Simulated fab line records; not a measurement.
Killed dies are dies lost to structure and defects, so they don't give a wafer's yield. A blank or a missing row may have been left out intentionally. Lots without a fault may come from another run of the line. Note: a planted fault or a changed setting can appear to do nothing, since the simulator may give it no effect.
A lot that was struck, set against a sound lot    flow sky130    16 out of 708 route steps
Sound: these wafers, L620.1, L620.2, L620.3. Struck: wafers L633.1, L633.2, L633.5. At the end, the cause is stated.
For every step that has rows: the tool of each side, followed by ch and its chambers, followed by its first start. Under that, the readings that differ: sound wafers    struck wafers    difference of the means    sigmas: that difference in standard deviations of wafers without a fault.
alike: same words and numbers on both sides, and readings whose means sit less than 2 such deviations apart. not compared: any withheld reading, any reading some wafer has no value for, any bound like >300 that may hide the same value, and any number with overlapping values for which the record gives no deviation.
A row with sigmas, a row that says differs or no value, or rows on one side alone: a step with any of these is where the two part. Numbers that have no deviation but don't overlap get no sigmas and don't part them. A reading missing from all wafers of one side parts the sides only when that side holds two or more wafers.

SKY_GATE_OXIDE_TW_MEAS_14:
  sound on film_metro-03 at day 15 10:19; struck on film_metro-02 at day 19 06:25
  alike: GATE_OXIDE_TW
then, 3 steps without rows for these wafers: SKY_GATE_OXIDE_CLEAN_15 (cleans in SC1/SC2, time 150 s); SKY_GATE_OXIDE_OXIDATION_16 (stabilise 600 s, purge 300 s, target thk 3.57 nm); SKY_POLY_GATE_CVD_00 (deposits poly-Si, target thk 180 nm, time 720 s).
SKY_POLY_GATE_THK_MEAS_01:
  sound on film_metro-02 at day 15 13:22; struck on film_metro-02 at day 19 10:04
  alike: POLY_GATE_CVD_00_THK
then, 7 steps without rows for these wafers: SKY_RES_PROTECT_DEHYDRATE_00 (time 60 s); SKY_RES_PROTECT_HMDS_01 (prime time 60 s); SKY_RES_PROTECT_COAT_02 (resist thk 1140 nm); SKY_RES_PROTECT_SOFTBAKE_03 (time 60 s); SKY_RES_PROTECT_EXPOSE_04 (exposes mask RPM, target cd 1270 nm); SKY_RES_PROTECT_PEB_05; SKY_RES_PROTECT_DEVELOP_06 (develop time 60 s).
SKY_POLY_GATE_IMPLANT_02:
  sound on implanter-02 ch 0, day 16 17:42; struck on implanter-02 ch 0, day 20 17:05
reading                           sound                     struck                      difference  sigmas
end_station_pressure_torr (Torr)  1.1e-05 1.1e-05 1.01e-05  4.63e-05 4.73e-05 4.96e-05  +3.70e-05   +40
  alike: tilt_deg
SKY_RES_PROTECT_STRIP_07: strips in O2/N2.
  sound on plasma_asher-02 ch 0,1, day 16 17:51; struck on plasma_asher-02 ch 0,1, day 20 17:14
reading                       sound              struck             difference  sigmas
strip_time_to_endpoint_s (s)  23.33 23.33 23.33  23.81 23.88 23.88  +0.53       +10
  alike: drypump_motor_current_A, oes_product_au
  not compared: rf_hours_counter_h
SKY_RES_PROTECT_TW_MEAS_08:
  sound on film_metro-01 at day 16 17:57; struck on film_metro-04 at day 20 17:20
  alike: POLY_GATE_TW
-- the record jumps here: 29 days lie between the struck wafers' starts before and after (it left off in module RES_PROTECT and takes up again in module PAD_OPEN, whose first step shown is number 708 of the route) --
SKY_PAD_OPEN_PROBE_99:
  sound on prober-01 at day 47 05:07; struck on prober-01 at day 49 13:02
reading                           sound              struck             difference  sigmas
model.etest.res_poly.line_ohm_um  547.1 507.5 514.7  491.1 480 478.2    -40.0       
model.etest.licon_poly.rc_ohm     146.4 144.7 156.5  133.4 136.7 140.8  -12.2       
model.etest.res_poly.rs_ohm_sq    48.48 48.72 48.46  44.69 44.49 44.57  -3.97       
  alike: killed_at_M0_to_M3, killed_at_M4_up, killed_at_contacts, killed_at_front_end, killed_at_other, killed_dies, killed_open, killed_short

## WHERE THEY PART
Last at SKY_RES_PROTECT_STRIP_07 as far as this record goes, first at SKY_POLY_GATE_IMPLANT_02. Later steps at which nothing parts them and some readings are alike: SKY_RES_PROTECT_TW_MEAS_08, SKY_PAD_OPEN_PROBE_99.

WHY: what the simulator had put in
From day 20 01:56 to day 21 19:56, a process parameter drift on implanter-02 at SKY_POLY_GATE_IMPLANT_02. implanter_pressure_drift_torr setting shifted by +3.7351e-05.
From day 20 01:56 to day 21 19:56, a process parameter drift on implanter-02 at SKY_POLY_GATE_IMPLANT_02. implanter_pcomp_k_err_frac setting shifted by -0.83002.
